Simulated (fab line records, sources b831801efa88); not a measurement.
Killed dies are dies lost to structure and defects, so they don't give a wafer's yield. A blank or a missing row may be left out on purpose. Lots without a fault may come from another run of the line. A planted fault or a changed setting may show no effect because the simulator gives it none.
Chamber matching | flow sky130 | SKY_METAL3_ETCH_17 on rie_diel-04: 4 sister chambers
The step etches SiO2 in C4F8/O2/Ar, stops on TiN, time 3.9 s, target depth 15 nm. 20 wafers are shown with their chamber, then 10 later ones without.

WAFERS WITH THEIR CHAMBER
wafer  | chamber | oes_product_au (a.u.) | chamber_pressure_mTorr (mTorr)
L075.1 | 3       | 0.752                 | 39.94
L075.4 | 2       | 0.757                 | 39.99
L075.5 | 1       | 0.756                 | 40.01
L077.3 | 2       | 0.741                 | 39.95
L077.4 | 1       | 0.769                 | 39.97
L077.5 | 1       | 0.753                 | 39.92
L079.1 | 0       | 0.753                 | 39.96
L079.3 | 2       | 0.750                 | 40.01
L079.4 | 1       | 0.757                 | 39.99
L082.1 | 3       | 0.760                 | 40.03
L082.2 | 0       | 0.753                 | 39.94
L082.3 | 1       | 0.751                 | 40.00
L082.4 | 0       | 0.776                 | 40.02
L082.5 | 1       | 0.758                 | 39.94
L082.6 | 3       | 0.755                 | 39.94
L086.1 | 0       | 0.737                 | 40.03
L086.2 | 2       | 0.740                 | 39.99
L086.6 | 3       | 0.756                 | 40.03
L087.1 | 2       | 0.747                 | 40.00
L087.2 | 0       | 0.753                 | 39.99

SIGNATURES (means of the wafers above)
reading                | chamber 0 | chamber 1 | chamber 2 | chamber 3 | scatter within a chamber
oes_product_au         | 0.75440   | 0.75733   | 0.74700   | 0.75575   | 0.00866
chamber_pressure_mTorr | 39.9880   | 39.9717   | 39.9880   | 39.9850   | 0.0374
Rule: a wafer's distance from a chamber is the root of the sum, over the readings, of the square of ((its reading less the chamber's mean) divided by the reading's scatter). The wafer belongs to the nearest chamber; if the next one is less than 2 further off, it can't be placed. The scatter: the root of (the sum of the squares of (reading less its chamber's mean) over the shown wafers, divided by (wafers less chambers)).

WAFERS WITHOUT THEIR CHAMBER
wafer  | oes_product_au (a.u.) | chamber_pressure_mTorr (mTorr)
L087.3 | 0.747                 | 40.00
L087.4 | 0.759                 | 40.01
L087.5 | 0.757                 | 39.96
L087.6 | 0.770                 | 39.93
L090.2 | 0.742                 | 40.03
L090.4 | 0.765                 | 39.96
L090.5 | 0.762                 | 39.93
L095.4 | 0.759                 | 39.98
L095.5 | 0.763                 | 40.01
L095.6 | 0.748                 | 40.06

WHICH CHAMBER EACH WENT THROUGH
wafer  | from the rows above               | in truth
L087.3 | can't be placed: 2 or 0 or 3 or 1 | 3
L087.4 | can't be placed: 3 or 0 or 1 or 2 | 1
L087.5 | can't be placed: 1 or 3 or 0 or 2 | 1
L087.6 | can't be placed: 1 or 3 or 0 or 2 | 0
L090.2 | can't be placed: 2 or 0 or 3 or 1 | 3
L090.4 | can't be placed: 1 or 3 or 0 or 2 | 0
L090.5 | can't be placed: 1 or 3 or 0 or 2 | 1
L095.4 | can't be placed: 1 or 3 or 0 or 2 | 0
L095.5 | can't be placed: 3 or 0 or 1 or 2 | 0
L095.6 | can't be placed: 2 or 0 or 3 or 1 | 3
Placed correctly: 0 of 10. Can't be placed from these rows: 10 (the true chamber is among the candidates in 10). Placed wrongly: 0.
